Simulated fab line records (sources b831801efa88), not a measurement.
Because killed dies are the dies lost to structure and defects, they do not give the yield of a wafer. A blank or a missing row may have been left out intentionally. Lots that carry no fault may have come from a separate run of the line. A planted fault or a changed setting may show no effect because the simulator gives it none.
The tool behind it: which one? + flow sky130 + Sampling: 11 lots, 33 wafers, 5 of 708 route steps

## WHAT THE GAUGES READ, wafer by wafer
No reading from a measuring or inspecting step in the record can be judged against a usual standard deviation.

## WHAT TOOL EACH LOT RAN ON (gives the tool, then ch and the chambers of the sampled wafers, and finally the start)
| lot  | SKY_VIA3_ETCH_15                  | SKY_VIA3_STRIP_16                   | SKY_METAL4_ETCH_17                | SKY_METAL5_METAL_ETCH_15         | SKY_PAD_OPEN_PROBE_99   |
|------|-----------------------------------|-------------------------------------|-----------------------------------|----------------------------------|-------------------------|
| L580 | rieDiel-03 ch 1,3, day 39 10:25   | plasmaAsher-02 ch 0,1, day 39 10:29 | rieDiel-03 ch 0,2,3, day 41 13:04 | rieMetal-04 ch 0,1, day 43 15:09 | -                       |
| L581 | rieDiel-04 ch 0,1,3, day 39 22:38 | plasmaAsher-02 ch 0,1, day 39 22:44 | rieDiel-02 ch 0,3, day 42 01:38   | rieMetal-01 ch 0,1, day 44 03:08 | -                       |
| L582 | rieDiel-03 ch 0,1,2, day 40 05:58 | plasmaAsher-02 ch 0,1, day 40 06:01 | rieDiel-02 ch 0,1,2, day 42 08:37 | rieMetal-01 ch 0,1, day 44 09:42 | prober-01, day 46 08:26 |
| L585 | rieDiel-04 ch 0,1,2, day 41 05:49 | plasmaAsher-02 ch 0,1, day 41 05:52 | rieDiel-03 ch 1,2,3, day 43 07:58 | rieMetal-01 ch 0,1, day 45 07:24 | prober-01, day 47 04:19 |
| L593 | rieDiel-01 ch 0,1,3, day 43 16:35 | plasmaAsher-02 ch 0,1, day 43 16:38 | rieDiel-03 ch 1,2,3, day 45 14:55 | rieMetal-03 ch 0,1, day 47 10:57 | -                       |
| L595 | rieDiel-03 ch 0,2, day 44 05:04   | plasmaAsher-03 ch 0,1, day 44 05:07 | rieDiel-03 ch 0,1, day 46 01:51   | rieMetal-04 ch 0,1, day 47 20:27 | -                       |
| L596 | rieDiel-01 ch 0,1, day 44 05:55   | plasmaAsher-02 ch 0,1, day 44 06:01 | rieDiel-03 ch 0,2,3, day 46 03:18 | rieMetal-04 ch 0,1, day 47 21:56 | -                       |
| L598 | rieDiel-01 ch 0,1,3, day 44 18:31 | plasmaAsher-02 ch 0,1, day 44 18:35 | rieDiel-03 ch 0,2,3, day 46 14:55 | rieMetal-01 ch 0,1, day 48 09:15 | -                       |
| L599 | rieDiel-04 ch 0,3, day 44 21:55   | plasmaAsher-04 ch 0,1, day 44 21:58 | rieDiel-02 ch 1,2, day 46 18:06   | rieMetal-01 ch 0,1, day 48 12:27 | -                       |
| L600 | rieDiel-01 ch 1,2,3, day 45 04:01 | plasmaAsher-04 ch 0,1, day 45 04:07 | rieDiel-01 ch 0,1,2, day 46 23:58 | rieMetal-01 ch 0,1, day 48 17:52 | -                       |
| L601 | rieDiel-04 ch 0,2,3, day 45 10:04 | plasmaAsher-03 ch 0,1, day 45 10:07 | rieDiel-02 ch 1,2,3, day 47 05:28 | rieMetal-01 ch 0,1, day 48 21:51 | -                       |
- SKY_VIA3_ETCH_15: etches SiO2 in C4F8/O2/Ar, stops on TiN, target depth 507 nm, time 78 s.
- SKY_VIA3_STRIP_16: strips in O2/N2.
- SKY_METAL4_ETCH_17: etches SiO2 in C4F8/O2/Ar, stops on TiN, time 3.9 s, target depth 15 nm.
- SKY_METAL5_METAL_ETCH_15: etches the open film in Cl2/BCl3, stops on SiO2, target depth 1260 nm, time 252 s.
- SKY_PAD_OPEN_PROBE_99

## AS READ BY THE TOOLS THEMSELVES (means over the sampled wafers that have a number; for cases with no such wafer, the mark the record gives instead)
SKY_VIA3_ETCH_15.
| lot  | tool       | oesProductAu (a.u.) |
|------|------------|---------------------|
| L580 | rieDiel-03 | 0.948               |
| L581 | rieDiel-04 | 0.942               |
| L582 | rieDiel-03 | 0.947               |
| L585 | rieDiel-04 | 0.944               |
| L593 | rieDiel-01 | 0.949               |
| L595 | rieDiel-03 | 0.947               |
| L596 | rieDiel-01 | 0.947               |
| L598 | rieDiel-01 | 0.950               |
| L599 | rieDiel-04 | 0.948               |
| L600 | rieDiel-01 | 0.955               |
| L601 | rieDiel-04 | 0.950               |

SKY_VIA3_STRIP_16.
| lot  | tool           | drypumpMotorCurrentA (A) | oesProductAu (a.u.) | stripTimeToEndpointS (s) |
|------|----------------|--------------------------|---------------------|--------------------------|
| L580 | plasmaAsher-02 | 5.7                      | 0.404               | 4.12                     |
| L581 | plasmaAsher-02 | 5.8                      | 0.403               | 4.15                     |
| L582 | plasmaAsher-02 | 5.9                      | 0.401               | 4.13                     |
| L585 | plasmaAsher-02 | 5.7                      | 0.399               | 4.11                     |
| L593 | plasmaAsher-02 | 5.9                      | 0.397               | 4.11                     |
| L595 | plasmaAsher-03 | 5.8                      | 0.400               | 4.11                     |
| L596 | plasmaAsher-02 | 5.8                      | 0.399               | 4.10                     |
| L598 | plasmaAsher-02 | 5.8                      | 0.400               | 4.12                     |
| L599 | plasmaAsher-04 | 5.5                      | 0.406               | 4.15                     |
| L600 | plasmaAsher-04 | 5.5                      | 0.400               | 4.09                     |
| L601 | plasmaAsher-03 | 5.7                      | 0.398               | 4.12                     |

SKY_METAL4_ETCH_17.
| lot  | tool       | oesProductAu (a.u.) |
|------|------------|---------------------|
| L580 | rieDiel-03 | 0.758               |
| L581 | rieDiel-02 | 0.757               |
| L582 | rieDiel-02 | 0.760               |
| L585 | rieDiel-03 | 0.751               |
| L593 | rieDiel-03 | 0.750               |
| L595 | rieDiel-03 | 0.756               |
| L596 | rieDiel-03 | 0.766               |
| L598 | rieDiel-03 | 0.750               |
| L599 | rieDiel-02 | 0.759               |
| L600 | rieDiel-01 | 0.752               |
| L601 | rieDiel-02 | 0.759               |

SKY_METAL5_METAL_ETCH_15.
| lot  | tool        | bcl3FlowSccm (sccm) | drypumpMotorCurrentA (A) | oesProductAu (a.u.) | throttleValvePct (%) |
|------|-------------|---------------------|--------------------------|---------------------|----------------------|
| L580 | rieMetal-04 | 30.09               | 5.53                     | 0.893               | 22.270               |
| L581 | rieMetal-01 | 30.05               | 5.70                     | 0.892               | 22.274               |
| L582 | rieMetal-01 | 30.08               | 5.69                     | 0.892               | 22.259               |
| L585 | rieMetal-01 | 29.95               | 5.58                     | 0.892               | 22.262               |
| L593 | rieMetal-03 | 30.04               | 5.88                     | 0.894               | 22.269               |
| L595 | rieMetal-04 | 30.06               | 5.53                     | 0.893               | 22.269               |
| L596 | rieMetal-04 | 30.04               | 5.63                     | 0.893               | 22.262               |
| L598 | rieMetal-01 | 30.02               | 5.60                     | 0.888               | 22.271               |
| L599 | rieMetal-01 | 30.07               | 5.69                     | 0.899               | 22.258               |
| L600 | rieMetal-01 | 30.06               | 5.68                     | 0.895               | 22.266               |
| L601 | rieMetal-01 | 29.99               | 5.61                     | 0.890               | 22.263               |

SKY_PAD_OPEN_PROBE_99.
| lot  | tool      | defectLimitedYield (%) | killed_at_M0_to_M3 | killed_at_M4_up | killedAtContacts | killedAtFrontEnd | killedAtOther | killedDies | killedOpen | killedShort | sort_bin_3_pad_short (%) | sort_bin_5_function (%) | sort_bin_6_memory (%) | sortNPass | sortYieldPct (%) |
|------|-----------|------------------------|--------------------|-----------------|------------------|------------------|---------------|------------|------------|-------------|--------------------------|-------------------------|-----------------------|-----------|------------------|
| L582 | prober-01 | 77.6                   | 65                 | 4.7             | 23               | 17               | 0.3           | 110        | 51         | 46          | 2.3                      | 12.5                    | 7.6                   | 382       | 77.6             |
| L585 | prober-01 | 78.2                   | 70                 | 4.3             | 21               | 11               | 0.7           | 107        | 44         | 34          | 2.8                      | 12.7                    | 6.2                   | 385       | 78.2             |

## THE ANSWER, worked out from the rows above alone
Rule: usual is defined by the lots themselves. Put in order of their means at a reading, lots are off if they are a third of the lots or fewer, leave a main group of 4 or more, and stand apart from it by a gap of 3 or more times the standard deviation of the main group's means; of several such gaps the widest counts. Not used: any main group whose means are identical at the precision the tables above print for the reading. Also off: a lot with no number at a reading for which 4 or more lots have one. Any other lot the step has rows for is counted as sound. The gauges are gone through in route order, then the tools' own readings, and for those a lot's mean is taken as printed above. At the first step where some lot is off, the reading lying furthest off is the one used; lots without a number count as furthest.
Across all readings shown, no lot is off: no conclusion can be drawn from this.

## WHAT WAS PUT IN BY THE SIMULATOR
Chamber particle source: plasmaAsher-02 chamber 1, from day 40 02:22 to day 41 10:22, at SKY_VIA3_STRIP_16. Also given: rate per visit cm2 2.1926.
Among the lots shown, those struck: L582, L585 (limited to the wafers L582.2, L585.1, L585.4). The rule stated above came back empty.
